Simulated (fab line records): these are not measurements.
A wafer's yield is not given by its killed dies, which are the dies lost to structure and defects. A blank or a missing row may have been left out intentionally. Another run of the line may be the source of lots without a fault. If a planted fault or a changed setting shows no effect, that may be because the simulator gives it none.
fab line records	flow sky130
record: lots: 7	wafers: 21	last_day: 50
route steps=708 shown SONOS_ONO@176 GATE_OXIDE@187 POLY_GATE@204 PAD_OPEN@708
lots that met no fault: taken from a fault-free run of the same line
start_h: the number of hours between the record's first day and the start of the first shown wafer of the lot	wait_h: hours elapsed since this lot's preceding step	" as in the row above	L1.1+2: one row covering several wafers at once	- no value present, or no start provided	* or withheld: withheld	< > ~ a bound
route shown NAME@n: a module of which the file shows steps, and the number in the route of the first	usual: mean/standard deviation of fault-free wafers	same: alike in all rows	chamber/n: place in a boat	sites: readings site by site	_std_site: how widely they spread, as a standard deviation	_edge_site: the outer-site mean with the inner-site mean subtracted	radius_mm: for every site, how far away it sits from the centre of the wafer	mask NAME#n: copy n	behind: tool/chamber where the wafer was last shaped	hold: why the lot went on hold/how many hours it stayed there/how the hold came to an end	device: whichever transistor did not switch (one of n, p or np)	end of line: the route-end tests of the same wafers	a step without rows: its recipe alone	killed: at the first sort, the dies lost to defects and structure; wafer yield is something else	map: dies across one wafer; x = killed, . = not, _ = none there
set.NAME: the setting the step ran with; set.NAME@STEP: the setting that earlier step ran with	model.NAME: the simulator's own value behind a step, which no gauge read
lots seen at some steps along the route; tables by step, rows by wafer
services: the hour from which a tool's chamber was out of use, counted from the record's first day as start_h (under 0 if before that day), plus the number of hours and why
== steps ==
step: SKY_SONOS_ONO_COAT_08
recipe: resist: NOVOLAK	spin_rpm: 3000	resist_thk_nm: 1140
step: SKY_SONOS_ONO_SOFTBAKE_09
recipe: temp_c: 90	time_s: 60	resist: NOVOLAK
step: SKY_SONOS_ONO_EXPOSE_10
recipe: mask_id: ONOM	target_cd_nm: 410	na: 0.6	source_shape: conventional	sigma_outer: 0.6	dose_mj: 150
step: SKY_SONOS_ONO_PEB_11
recipe: temp_c: withheld	time_s: *	resist: NOVOLAK
step: SKY_SONOS_ONO_DEVELOP_12
recipe: develop_time_s: 60	dev_temp_c: 23
step: SKY_SONOS_ONO_CD_MEAS_13
recipe: target_cd_nm: 410
usual: cd_nm: 409.9/2.4
lot.wafer	tool	chamber	start_h	wait_h	cd_nm
L403.2	cd_sem-01	-	295.50	0.2	409.2
L403.4	"	-	"	"	406.8
L403.5	"	-	"	"	408.4
L405.1	cd_sem-01	-	324.73	0.1	412.3
L405.2	"	-	"	"	413.1
L405.6	"	-	"	"	410.9
L414.2	cd_sem-02	-	387.23	0.1	409.6
L414.4	"	-	"	"	409.4
L414.5	"	-	"	"	409.4
L415.2	cd_sem-01	-	392.74	0.1	407.0
L415.4	"	-	"	"	406.7
L415.5	"	-	"	"	406.8
L416.2	cd_sem-02	-	400.90	0.1	412.6
L416.4	"	-	"	"	410.2
L416.6	"	-	"	"	413.0
L419.3	cd_sem-01	-	423.37	0.1	410.6
L419.4	"	-	"	"	410.0
L419.6	"	-	"	"	409.5
L422.1	cd_sem-02	-	463.73	0.1	405.3
L422.4	"	-	"	"	407.2
L422.5	"	-	"	"	406.0
step: SKY_SONOS_ONO_OVL_MEAS_14
usual: SONOS_ONO_OVL: -0.3/1.6
lot.wafer	tool	chamber	start_h	wait_h	SONOS_ONO_OVL[nm]
L403.2	overlay-01	-	295.60	0.1	1.3
L403.4	"	-	"	"	1.4
L403.5	"	-	"	"	2.5
L405.1	overlay-02	-	324.85	0.1	-0.8
L405.2	"	-	"	"	1.0
L405.6	"	-	"	"	3.1
L414.2	overlay-01	-	387.33	0.1	-0.8
L414.4	"	-	"	"	0.1
L414.5	"	-	"	"	-1.3
L415.2	overlay-02	-	392.85	0.1	0.9
L415.4	"	-	"	"	-1.9
L415.5	"	-	"	"	-1.1
L416.2	overlay-02	-	401.01	0.1	-0.4
L416.4	"	-	"	"	-3.1
L416.6	"	-	"	"	-2.6
L419.3	overlay-01	-	423.47	0.1	-0.7
L419.4	"	-	"	"	-0.5
L419.6	"	-	"	"	1.4
L422.1	overlay-01	-	463.85	0.1	0.7
L422.4	"	-	"	"	1.8
L422.5	"	-	"	"	-0.7
step: SKY_SONOS_ONO_ETCH_15
recipe: target_depth_nm: 19.52	chemistry: CHF3/O2	source_w: 600	bias_w: 200	pressure_mtorr: 40	chf3_flow_sccm: 50	O2_flow_sccm: 5	time_s: 7.8
usual: drypump_motor_current_A: 5.6/0.45	oes_product_au: 0.999/0.0096	throttle_valve_pct: 8.824/0.0091
lot.wafer	tool	chamber	start_h	wait_h	drypump_motor_current_A	oes_product_au	rf_hours_counter_h	throttle_valve_pct
L403.2	rie_diel-02	3	295.63	0.0	5.9	1.007	22	8.826
L403.4	"	2	"	"	5.3	1.003	-	8.822
L403.5	"	3	"	"	5.9	1.005	-	8.815
L405.1	rie_diel-01	3	324.89	0.0	6.1	0.995	6	8.807
L405.2	"	2	"	"	5.1	1.003	2	8.822
L405.6	"	0	"	"	5.9	0.999	-	8.826
L414.2	rie_diel-03	1	387.36	0.0	4.9	0.995	73	8.840
L414.4	"	3	"	"	5.6	0.983	101	8.827
L414.5	"	0	"	"	6.2	1.006	-	8.836
L415.2	rie_diel-02	1	392.88	0.0	5.5	0.986	2	8.816
L415.4	"	1	"	"	5.5	0.977	-	8.821
L415.5	"	2	"	"	5.3	1.001	-	8.839
L416.2	rie_diel-02	2	401.04	0.0	5.3	0.995	10	8.820
L416.4	"	1	"	"	5.5	0.994	-	8.811
L416.6	"	2	"	"	5.3	0.997	-	8.816
L419.3	rie_diel-03	1	423.49	0.0	4.9	1.003	73	8.829
L419.4	"	0	"	"	6.2	0.990	26	8.835
L419.6	"	3	"	"	5.6	0.983	-	8.821
L422.1	rie_diel-01	3	463.89	0.0	6.0	1.001	8	8.828
L422.4	"	2	"	"	5.1	0.991	4	8.833
L422.5	"	1	"	"	5.2	1.001	-	8.829
step: SKY_SONOS_ONO_WET_ETCH_16
recipe: chemistry: dHF	target_depth_nm: 14	dry: n2_spin	target: SiO2	dilution: 100:1	temp_c: 25	time_s: 280
step: SKY_SONOS_ONO_STRIP_17
recipe: chemistry: O2/N2	power_w: 1400	pressure_mtorr: 1500	platen_temp_c: withheld	o2_flow_sccm: 3000	n2_flow_sccm: 300	overash_fraction: 0.5
usual: drypump_motor_current_A: 5.3/0.37	oes_product_au: 0.710/0.0048	strip_time_to_endpoint_s: 14.10/0.034
same: overash_fraction: 0.5
lot.wafer	tool	chamber	start_h	wait_h	drypump_motor_current_A	oes_product_au	rf_hours_counter_h	strip_time_to_endpoint_s
L403.2	plasma_asher-01	1	295.74	0.0	5.1	0.715	61	14.08
L403.4	"	1	"	"	5.1	0.714	-	14.09
L403.5	"	1	"	"	5.1	0.710	-	14.12
L405.1	plasma_asher-01	1	325.00	0.0	5.1	0.710	63	14.05
L405.2	"	0	"	"	4.9	0.708	63	14.11
L405.6	"	0	"	"	4.9	0.714	-	14.05
L414.2	plasma_asher-03	0	387.47	0.0	5.5	0.708	58	14.05
L414.4	"	1	"	"	5.4	0.714	-	14.07
L414.5	"	1	"	"	5.3	0.708	-	14.10
L415.2	plasma_asher-03	1	392.99	0.0	5.4	0.720	59	14.11
L415.4	"	0	"	"	5.5	0.713	-	14.10
L415.5	"	0	"	"	5.5	0.715	-	14.10
L416.2	plasma_asher-01	1	401.15	0.0	5.1	0.717	73	14.11
L416.4	"	1	"	"	5.1	0.693	-	14.12
L416.6	"	0	"	"	4.9	0.719	-	14.10
L419.3	plasma_asher-03	1	423.63	0.0	5.3	0.703	-	14.13
L419.4	"	0	"	"	5.5	0.709	-	14.11
L419.6	"	0	"	"	5.5	0.711	-	14.11
L422.1	plasma_asher-04	0	464.00	0.0	5.9	0.715	33	14.14
L422.4	"	0	"	"	5.9	0.713	-	14.14
L422.5	"	0	"	"	5.9	0.709	-	14.09
step: SKY_SONOS_ONO_WET_ETCH_18
recipe: chemistry: H3PO4	target_depth_nm: 15	target: Si3N4	temp_c: 160	time_s: 172
step: SKY_GATE_OXIDE_CLEAN_00
recipe: chemistry: SC1/SC2	mix: 1:4:20	temp_c: 70	time_s: 150	dry: n2_spin
step: SKY_GATE_OXIDE_OXIDATION_01
recipe: temp_c: 900	ambient: O2	stabilise_s: 600	purge_s: 300	target_thk_a: 102.68	ox_time_s: 1473
lot.wafer	tool	chamber	start_h	wait_h
L403.2+4+5	furnace-02	0	297.60	1.6
L405.1+2+6	furnace-02	0	326.31	1.1
L414.2+4+5	furnace-02	0	387.68	0.0
L414.2+4+5	furnace-01	0	390.13	1.0
L415.2+4+5	furnace-01	0	393.20	0.0
L415.2+4+5	furnace-02	0	395.41	0.8
L416.2+4+6	furnace-02	0	402.21	0.9
L419.3+4+6	furnace-01	0	423.80	0.0
L419.3+4+6	furnace-01	0	426.56	1.3
L422.1+4+5	furnace-02	0	464.20	0.0
step: SKY_GATE_OXIDE_THK_MEAS_02
recipe: reads: SiO2_of_GATE_OXIDE_OXIDATION_01
usual: GATE_OXIDE_OXIDATION_00_THK: 10.26/0.18
lot.wafer	tool	chamber	start_h	wait_h	GATE_OXIDE_OXIDATION_00_THK[nm]
L403.2	film_metro-03	-	299.03	0.0	10.10
L403.4	"	-	"	"	10.17
L403.5	"	-	"	"	10.13
L405.1	film_metro-04	-	327.72	0.0	10.45
L405.2	"	-	"	"	10.48
L405.6	"	-	"	"	10.38
L414.2	film_metro-03	-	391.55	0.0	16.69
L414.4	"	-	"	"	16.62
L414.5	"	-	"	"	16.78
L415.2	film_metro-04	-	396.83	0.0	16.62
L415.4	"	-	"	"	16.75
L415.5	"	-	"	"	16.92
L416.2	film_metro-03	-	403.63	0.0	10.62
L416.4	"	-	"	"	10.69
L416.6	"	-	"	"	10.72
L419.3	film_metro-04	-	428.06	0.1	16.56
L419.4	"	-	"	"	16.64
L419.6	"	-	"	"	16.27
L422.1	film_metro-02	-	465.61	0.0	10.20
L422.4	"	-	"	"	10.33
L422.5	"	-	"	"	10.11
step: SKY_GATE_OXIDE_DEHYDRATE_03
recipe: temp_c: 200	time_s: 60
step: SKY_GATE_OXIDE_HMDS_04
recipe: prime_time_s: 60	prime_temp_c: 120
step: SKY_GATE_OXIDE_COAT_05
recipe: resist: NOVOLAK	spin_rpm: 3000	resist_thk_nm: 1140
step: SKY_GATE_OXIDE_SOFTBAKE_06
recipe: temp_c: 90	time_s: 60	resist: NOVOLAK
step: SKY_GATE_OXIDE_EXPOSE_07
recipe: mask_id: LVOM	na: 0.6	source_shape: conventional	sigma_outer: 0.6	polarization: unpolarized	target_cd_nm: 600	dose_mj: 170
step: SKY_GATE_OXIDE_PEB_08
recipe: temp_c: withheld	time_s: *	resist: NOVOLAK
step: SKY_GATE_OXIDE_DEVELOP_09
recipe: resist: NOVOLAK	developer: TMAH	develop_time_s: 60	dev_temp_c: 23
step: SKY_GATE_OXIDE_OVL_MEAS_10
usual: GATE_OXIDE_OVL: -0.5/1.2
lot.wafer	tool	chamber	start_h	wait_h	GATE_OXIDE_OVL[nm]
L403.2	overlay-01	-	324.73	0.1	1.2
L403.4	"	-	"	"	-1.6
L403.5	"	-	"	"	-0.7
L405.1	overlay-02	-	353.97	0.1	-0.9
L405.2	"	-	"	"	-0.6
L405.6	"	-	"	"	0.0
L414.2	overlay-01	-	418.58	0.1	1.2
L414.4	"	-	"	"	1.7
L414.5	"	-	"	"	1.8
L415.2	overlay-02	-	424.59	0.1	-0.2
L415.4	"	-	"	"	-0.9
L415.5	"	-	"	"	-1.3
L416.2	overlay-02	-	433.49	0.1	0.5
L416.4	"	-	"	"	-0.4
L416.6	"	-	"	"	0.4
L419.3	overlay-02	-	455.27	0.1	1.0
L419.4	"	-	"	"	0.1
L419.6	"	-	"	"	2.3
L422.1	overlay-02	-	496.51	0.1	0.4
L422.4	"	-	"	"	-2.7
L422.5	"	-	"	"	-2.1
step: SKY_GATE_OXIDE_IMPLANT_11
recipe: species: B	energy_kev: 10	dose_cm2: 2.6e+12	tilt_deg: withheld
step: SKY_GATE_OXIDE_WET_ETCH_12
recipe: chemistry: dHF	target_depth_nm: 16.8	dry: n2_spin	target: SiO2	dilution: 100:1	temp_c: 25	time_s: 336
step: SKY_GATE_OXIDE_STRIP_13
recipe: chemistry: O2/N2	power_w: 1400	pressure_mtorr: 1500	platen_temp_c: withheld	o2_flow_sccm: 3000	n2_flow_sccm: 300	overash_fraction: 0.5
usual: drypump_motor_current_A: 5.3/0.51	oes_product_au: 0.716/0.0045	strip_time_to_endpoint_s: 14.18/0.041
same: overash_fraction: 0.5
lot.wafer	tool	chamber	start_h	wait_h	drypump_motor_current_A	oes_product_au	rf_hours_counter_h	strip_time_to_endpoint_s
L403.2	plasma_asher-04	1	325.01	0.0	4.7	0.721	21	14.21
L403.4	"	1	"	"	4.7	0.719	-	14.20
L403.5	"	1	"	"	4.7	0.724	-	14.17
L405.1	plasma_asher-04	0	354.26	0.0	5.9	0.716	23	14.19
L405.2	"	1	"	"	4.7	0.720	23	14.22
L405.6	"	0	"	"	5.9	0.712	-	14.17
L414.2	plasma_asher-02	0	418.86	0.0	6.4	0.717	69	14.13
L414.4	"	1	"	"	5.5	0.718	-	14.18
L414.5	"	1	"	"	5.6	0.716	-	14.18
L415.2	plasma_asher-01	1	424.87	0.0	5.1	0.722	74	14.20
L415.4	"	1	"	"	5.1	0.726	-	14.23
L415.5	"	1	"	"	5.1	0.713	-	14.15
L416.2	plasma_asher-01	0	433.77	0.0	4.9	0.713	75	14.23
L416.4	"	1	"	"	5.1	0.709	-	14.20
L416.6	"	1	"	"	5.1	0.717	-	14.25
L419.3	plasma_asher-04	0	455.58	0.0	5.9	0.719	-	14.19
L419.4	"	1	"	"	4.7	0.711	-	14.19
L419.6	"	0	"	"	5.9	0.713	-	14.16
L422.1	plasma_asher-02	0	496.79	0.0	6.3	0.719	6	14.22
L422.4	"	0	"	"	6.3	0.709	-	14.25
L422.5	"	0	"	"	6.3	0.719	-	14.19
step: SKY_GATE_OXIDE_TW_MEAS_14
usual: GATE_OXIDE_TW: 224.0/1
lot.wafer	tool	chamber	start_h	wait_h	GATE_OXIDE_TW
L403.2	film_metro-03	-	325.12	0.1	225.1
L403.4	"	-	"	"	226.5
L403.5	"	-	"	"	225.6
L405.1	film_metro-02	-	354.36	0.1	224.1
L405.2	"	-	"	"	225.0
L405.6	"	-	"	"	223.3
L414.2	film_metro-04	-	418.97	0.1	223.3
L414.4	"	-	"	"	225.4
L414.5	"	-	"	"	223.7
L415.2	film_metro-04	-	424.98	0.1	223.7
L415.4	"	-	"	"	224.5
L415.5	"	-	"	"	224.2
L416.2	film_metro-04	-	433.88	0.1	223.3
L416.4	"	-	"	"	223.9
L416.6	"	-	"	"	223.5
L419.3	film_metro-04	-	455.66	0.1	223.3
L419.4	"	-	"	"	223.1
L419.6	"	-	"	"	222.5
L422.1	film_metro-02	-	496.89	0.1	223.7
L422.4	"	-	"	"	223.7
L422.5	"	-	"	"	224.5
step: SKY_GATE_OXIDE_CLEAN_15
recipe: chemistry: SC1/SC2	mix: 1:4:20	temp_c: 70	time_s: 150	dry: n2_spin
usual: bath_guard_temp_C: 70.2/0.47
lot.wafer	tool	chamber	start_h	wait_h	bath_guard_temp_C	model.SiO2_of_GATE_OXIDE_OXIDATION_01.thk_nm
L403.2	wet_bench-03	0	325.17	0.0	70.5	9.759
L403.4	"	0	"	"	70.5	9.867
L403.5	"	0	"	"	70.5	9.771
L405.1	wet_bench-04	0	354.42	0.1	70.0	10.15
L405.2	"	0	"	"	70.4	10.1
L405.6	"	0	"	"	70.1	10.05
L414.2	wet_bench-03	0	419.02	0.0	70.7	16.34
L414.4	"	0	"	"	70.9	16.3
L414.5	"	0	"	"	70.3	16.39
L415.2	wet_bench-04	2	425.03	0.0	70.6	16.3
L415.4	"	2	"	"	70.1	16.45
L415.5	"	2	"	"	69.9	16.62
L416.2	wet_bench-04	0	433.93	0.0	70.2	10.3
L416.4	"	0	"	"	70.2	10.31
L416.6	"	0	"	"	70.0	10.38
L419.3	wet_bench-01	3	455.70	0.0	70.2	16.2
L419.4	"	3	"	"	70.7	16.3
L419.6	"	3	"	"	70.6	15.93
L422.1	wet_bench-01	0	496.95	0.1	69.6	9.899
L422.4	"	0	"	"	69.6	9.977
L422.5	"	0	"	"	69.4	9.783
step: SKY_GATE_OXIDE_OXIDATION_16
recipe: temp_c: 800	ambient: O2	idle_temp_c: 700	ramp_up_c_per_min: 10	ramp_down_c_per_min: 3	stabilise_s: 600	purge_s: 300	target_thk_a: 35.7	ox_time_s: 1915
lot.wafer	tool	chamber	start_h	wait_h	model.SiO2_of_GATE_OXIDE_OXIDATION_01.thk_nm
L403.2	furnace-01	0	327.40	2.2	11.45
L403.4	"	0	"	"	11.61
L403.5	"	0	"	"	11.48
L405.1	furnace-02	0	356.45	2.0	11.82
L405.2	"	0	"	"	11.79
L405.6	"	0	"	"	11.72
L414.2	furnace-01	0	420.76	1.7	17.6
L414.4	"	0	"	"	17.58
L414.5	"	0	"	"	17.69
L415.2	furnace-01	0	426.56	1.5	17.61
L415.4	"	0	"	"	17.75
L415.5	"	0	"	"	17.92
L416.2	furnace-02	0	439.03	5.0	11.93
L416.4	"	0	"	"	11.96
L416.6	"	0	"	"	12
L419.3	furnace-02	0	455.75	0.0	17.5
L419.4	"	0	"	"	17.59
L419.6	"	0	"	"	17.25
L422.1	furnace-01	0	497.00	0.0	11.61
L422.4	"	0	"	"	11.68
L422.5	"	0	"	"	11.49
step: SKY_POLY_GATE_CVD_00
recipe: material: poly-Si	target_thk_nm: 180	temp_c: 620	time_s: 720	pressure_mtorr: 200
step: SKY_PAD_OPEN_PROBE_99
usual: killed_at_M0_to_M3: 43/7.1	killed_at_M4_up: 3.1/1.7	killed_at_contacts: 23/5.1	killed_at_front_end: 14/4.4	killed_at_other: 0.3/0.47	killed_dies: 84/9.9	killed_open: 45/6.6	killed_short: 38/6.8
same: gross_dies: 492	killed_at_back_side: 0
lot.wafer	tool	chamber	start_h	wait_h	killed_at_M0_to_M3	killed_at_M4_up	killed_at_contacts	killed_at_front_end	killed_at_other	killed_dies	killed_open	killed_short	model.etest.nfet_16v.r_on_ohm_um	model.etest.tip_sonos.rs_ohm_sq	model.etest.pfet_16v.r_on_ohm_um	model.etest.pfet_g5v0d10v5.r_on_ohm_um	model.etest.nfet_g5v0d10v5.r_on_ohm_um	model.etest.tip_p.rs_ohm_sq	model.etest.nfet_g5v0d10v5.drive_ua_um	model.etest.pfet_01v8.r_on_ohm_um
L403.2	prober-02	-	1092.00	0.1	32	1	23	14	0	70	43	27	1.402e+04	2642	1.55e+04	4692	1875	6820	615.7	2843
L403.4	prober-02	-	1092.10	0.2	49	5	26	17	0	97	53	44	1.415e+04	2683	1.523e+04	4755	1887	6873	601.7	2915
L403.5	prober-02	-	1092.15	0.2	38	0	16	18	0	72	44	28	1.411e+04	2621	1.541e+04	4760	1892	6809	616.3	2878
L405.1	prober-01	-	1111.13	0.1	36	1	27	21	0	85	36	49	1.429e+04	2761	1.561e+04	4729	1882	7034	600.8	2953
L405.2	prober-01	-	1111.18	0.1	42	1	25	21	0	89	51	38	1.422e+04	2713	1.537e+04	4745	1887	7008	598.3	2966
L405.6	prober-01	-	1111.38	0.2	28	3	23	17	0	71	41	30	1.421e+04	2699	1.542e+04	4766	1897	7060	597.8	3038
L414.2	prober-02	-	1155.99	0.1	41	2	24	14	0	81	42	39	1.725e+04	5366	1.674e+04	6195	2403	7055	404.9	3024
L414.4	prober-02	-	1156.09	0.2	53	5	10	7	0	75	37	38	1.722e+04	5246	1.738e+04	6111	2392	7029	400.4	3009
L414.5	prober-02	-	1156.14	0.2	43	3	27	14	1	88	44	44	1.747e+04	5277	1.751e+04	6250	2426	7046	398.8	3097
L415.2	prober-01	-	1158.90	0.1	50	0	23	19	0	92	53	39	1.744e+04	5235	1.767e+04	6222	2424	7205	395.5	3066
L415.4	prober-01	-	1159.00	0.2	45	5	24	6	0	80	41	39	1.761e+04	5228	1.814e+04	6196	2472	7179	389.6	3089
L415.5	prober-01	-	1159.05	0.2	45	5	13	14	0	77	43	34	1.774e+04	5393	1.783e+04	6305	2462	7222	388.1	3103
L416.2	prober-02	-	1165.43	0.1	35	2	31	13	0	81	48	33	1.419e+04	2779	1.447e+04	4819	1919	6904	590.2	2888
L416.4	prober-02	-	1165.53	0.2	36	4	29	8	0	77	40	37	1.42e+04	2789	1.513e+04	4821	1926	6924	587.8	2910
L416.6	prober-02	-	1165.63	0.2	55	4	17	14	0	90	43	47	1.422e+04	2802	1.502e+04	4899	1939	6898	584.9	2920
L419.3	prober-02	-	1175.95	0.2	31	3	26	19	0	79	45	34	1.732e+04	5318	1.686e+04	6203	2427	7143	400.8	3037
L419.4	prober-02	-	1176.00	0.2	47	5	18	9	0	79	42	37	1.742e+04	5373	1.676e+04	6221	2419	7214	398.6	3009
L419.6	prober-02	-	1176.10	0.2	51	5	20	14	1	91	43	48	1.72e+04	5126	1.705e+04	6161	2390	7104	408.9	3020
L422.1	prober-02	-	1197.27	0.1	44	6	19	9	1	79	42	37	1.442e+04	2685	1.446e+04	4776	1904	6779	606	2870
L422.4	prober-02	-	1197.42	0.2	36	1	14	20	0	71	35	36	1.44e+04	2710	1.486e+04	4733	1877	6731	603.1	2850
L422.5	prober-02	-	1197.47	0.2	44	3	22	18	0	87	59	28	1.421e+04	2616	1.47e+04	4651	1860	6734	612	2839
killed by level:class
L403.2 VIA1:geometric_particle:open=9 CONTACT:geometric_particle:open=8 VIA3:geometric_particle:open=6 LI_CONTACT:geometric_particle:open=5 LOCAL_INTERCONNECT:geometric_particle:short=5 VIA2:geometric_particle:short=4 POLY_GATE:geometric_particle:open=3 SPACER:geometric_particle:open=3
L403.4 CONTACT:geometric_particle:open=8 VIA2:geometric_particle:open=8 VIA3:geometric_particle:open=8 CONTACT:geometric_particle:short=7 METAL1:geometric_particle:short=7 VIA1:geometric_particle:open=7 LI_CONTACT:geometric_particle:open=6 POLY_GATE:geometric_particle:short=5
L403.5 VIA1:geometric_particle:open=16 POLY_GATE:geometric_particle:open=7 VIA3:geometric_particle:open=6 METAL2:geometric_particle:short=6 CONTACT:geometric_particle:short=5 LOCAL_INTERCONNECT:geometric_particle:short=4 CONTACT:geometric_particle:open=4 SONOS_ONO:geometric_particle:short=3
L405.1 FIELD_ISO:geometric_particle:short=10 FIELD_ISO:geometric_particle:open=8 CONTACT:geometric_particle:open=8 LI_CONTACT:geometric_particle:open=7 METAL2:geometric_particle:short=7 VIA1:geometric_particle:open=6 LI_CONTACT:geometric_particle:short=5 VIA1:geometric_particle:short=4
L405.2 VIA1:geometric_particle:open=12 VIA3:geometric_particle:open=10 CONTACT:geometric_particle:open=9 METAL2:geometric_particle:short=8 LOCAL_INTERCONNECT:geometric_particle:short=7 FIELD_ISO:geometric_particle:short=6 FIELD_ISO:geometric_particle:open=4 VIA2:geometric_particle:open=4
L405.6 LI_CONTACT:geometric_particle:open=9 FIELD_ISO:geometric_particle:open=7 CONTACT:geometric_particle:open=6 VIA1:geometric_particle:open=6 FIELD_ISO:geometric_particle:short=4 VIA1:geometric_particle:short=3 METAL1:geometric_particle:short=3 POLY_GATE:geometric_particle:short=3
L414.2 CONTACT:geometric_particle:open=10 VIA1:geometric_particle:open=10 VIA3:geometric_particle:open=7 METAL2:geometric_particle:short=6 METAL1:geometric_particle:short=6 CONTACT:geometric_particle:short=5 FIELD_ISO:geometric_particle:short=4 LOCAL_INTERCONNECT:geometric_particle:short=3
L414.4 VIA1:geometric_particle:open=17 VIA1:geometric_particle:short=9 METAL1:geometric_particle:short=8 METAL2:geometric_particle:short=7 LI_CONTACT:geometric_particle:open=3 CONTACT:geometric_particle:short=3 CONTACT:geometric_particle:open=3 VIA3:geometric_particle:open=3
L414.5 VIA1:geometric_particle:open=10 CONTACT:geometric_particle:open=8 METAL1:geometric_particle:short=8 LOCAL_INTERCONNECT:geometric_particle:short=7 VIA3:geometric_particle:open=6 CONTACT:geometric_particle:short=6 METAL2:geometric_particle:short=6 POLY_GATE:geometric_particle:open=5
L415.2 VIA1:geometric_particle:open=12 VIA1:geometric_particle:short=10 LI_CONTACT:geometric_particle:open=8 CONTACT:geometric_particle:open=8 VIA2:geometric_particle:short=6 VIA2:geometric_particle:open=6 POLY_GATE:geometric_particle:open=5 METAL2:geometric_particle:short=5
L415.4 VIA1:geometric_particle:open=10 VIA1:geometric_particle:short=9 LOCAL_INTERCONNECT:geometric_particle:short=8 VIA3:geometric_particle:open=7 LI_CONTACT:geometric_particle:open=6 METAL2:geometric_particle:short=6 CONTACT:geometric_particle:open=5 VIA2:geometric_particle:short=4
L415.5 VIA1:geometric_particle:open=11 METAL1:geometric_particle:short=10 CONTACT:geometric_particle:open=7 VIA3:geometric_particle:open=7 FIELD_ISO:geometric_particle:short=5 LI_CONTACT:geometric_particle:open=5 VIA2:geometric_particle:open=5 POLY_GATE:geometric_particle:open=4
L416.2 LI_CONTACT:geometric_particle:open=13 CONTACT:geometric_particle:open=12 METAL2:geometric_particle:short=8 METAL3:geometric_particle:short=4 VIA1:geometric_particle:open=4 VIA3:geometric_particle:open=4 FIELD_ISO:geometric_particle:short=3 POLY_GATE:geometric_particle:short=3
L416.4 CONTACT:geometric_particle:open=11 VIA2:geometric_particle:open=8 LI_CONTACT:geometric_particle:open=7 VIA3:geometric_particle:open=6 CONTACT:geometric_particle:short=5 METAL1:geometric_particle:short=5 LOCAL_INTERCONNECT:geometric_particle:short=4 VIA3:geometric_particle:short=4
L416.6 METAL1:geometric_particle:short=9 VIA2:geometric_particle:open=9 VIA1:geometric_particle:open=7 VIA2:geometric_particle:short=7 CONTACT:geometric_particle:open=6 LI_CONTACT:geometric_particle:open=5 VIA1:geometric_particle:short=5 FIELD_ISO:geometric_particle:short=4
L419.3 CONTACT:geometric_particle:open=14 FIELD_ISO:geometric_particle:open=7 CONTACT:geometric_particle:short=6 VIA1:geometric_particle:open=5 VIA3:geometric_particle:open=5 SPACER:geometric_particle:short=4 LI_CONTACT:geometric_particle:open=4 METAL1:geometric_particle:short=4
L419.4 VIA1:geometric_particle:open=19 CONTACT:geometric_particle:open=8 VIA1:geometric_particle:short=6 VIA3:geometric_particle:open=6 CONTACT:geometric_particle:short=5 METAL2:geometric_particle:short=5 METAL4:geometric_particle:short=5 METAL1:geometric_particle:short=3
L419.6 VIA1:geometric_particle:open=14 CONTACT:geometric_particle:open=6 METAL2:geometric_particle:short=6 VIA3:geometric_particle:open=6 CONTACT:geometric_particle:short=5 VIA3:geometric_particle:short=5 VIA1:geometric_particle:short=5 FIELD_ISO:geometric_particle:short=4
L422.1 VIA1:geometric_particle:open=14 VIA2:geometric_particle:open=8 CONTACT:geometric_particle:open=6 VIA1:geometric_particle:short=6 CONTACT:geometric_particle:short=5 FIELD_ISO:geometric_particle:open=4 METAL4:geometric_particle:short=4 METAL1:geometric_particle:short=4
L422.4 VIA1:geometric_particle:short=7 VIA1:geometric_particle:open=7 FIELD_ISO:geometric_particle:short=5 FIELD_ISO:geometric_particle:open=5 CONTACT:geometric_particle:open=5 VIA3:geometric_particle:open=4 POLY_GATE:geometric_particle:open=4 LI_CONTACT:geometric_particle:open=4
L422.5 VIA1:geometric_particle:open=14 VIA3:geometric_particle:open=7 CONTACT:geometric_particle:open=7 VIA2:geometric_particle:open=7 FIELD_ISO:geometric_particle:open=6 LI_CONTACT:geometric_particle:open=6 POLY_GATE:geometric_particle:short=5 LOCAL_INTERCONNECT:geometric_particle:short=5
== services ==
tool	chamber	start_h	hours	kind
rie_diel-01	-	275.98	0.7	repair
rie_diel-02	1	285.53	12.8	repair
rie_diel-02	1	298.37	-	clean
rie_diel-02	-	311.79	14.6	pm
furnace-01	-	317.10	2.8	pm
wet_bench-04	-	319.85	1.9	pm
rie_diel-01	1	325.71	2.8	repair
rie_diel-03	-	333.76	0.3	repair
plasma_asher-04	-	334.51	3.2	repair
plasma_asher-03	-	335.24	3.8	repair
rie_diel-02	3	338.73	10.3	repair
plasma_asher-02	-	340.88	13.8	repair
plasma_asher-04	-	345.64	1.3	repair
plasma_asher-04	-	365.37	24.4	repair
rie_diel-02	3	370.76	7.5	repair
plasma_asher-01	-	408.87	9.4	repair
plasma_asher-04	-	419.74	0.4	repair
plasma_asher-02	-	421.25	9.0	pm
rie_diel-01	-	424.49	2.8	pm
furnace-02	-	425.59	2.8	pm
rie_diel-02	0	431.47	5.0	repair
furnace-01	-	433.71	4.0	pm
furnace-01	-	446.06	3.8	pm
plasma_asher-03	-	461.51	1.4	repair
== key ==
first_sign: step: SKY_GATE_OXIDE_OXIDATION_01	reading: visit	direction: added
effect: step: SKY_GATE_OXIDE_THK_MEAS_02	reading: GATE_OXIDE_OXIDATION_00_THK	direction: up	sigmas: 35	usual: 10.26	struck: 16.65
model_effect: step: SKY_GATE_OXIDE_CLEAN_15	value: SiO2_of_GATE_OXIDE_OXIDATION_01.thk_nm	without: 9.948	struck: 16.32
model_effect: step: SKY_GATE_OXIDE_OXIDATION_16	value: SiO2_of_GATE_OXIDE_OXIDATION_01.thk_nm	without: 11.62	struck: 17.61
model_effect: step: SKY_PAD_OPEN_PROBE_99	value: etest.nfet_16v.r_on_ohm_um	without: 1.412e+04	struck: 1.741e+04
met_at SKY_GATE_OXIDE_OXIDATION_01
struck_wafers L414.2,L414.4,L414.5,L415.2,L415.4,L415.5,L419.3,L419.4,L419.6
tester_left_out L414,L415,L419
fault: kind: repeated_step_whole	tool: furnace-01,furnace-02	chamber: -	onset_h: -	steps: SKY_GATE_OXIDE_OXIDATION_01	times: 1	scope: struck_lots_only
tester_left_out: of these lots the tester's yield and bins aren't shown, on N5 and GAA mostly nor the transistor test; their killed dies are dies lost to structure and defects alone, not to doping, threshold or leakage, so they don't give the yield
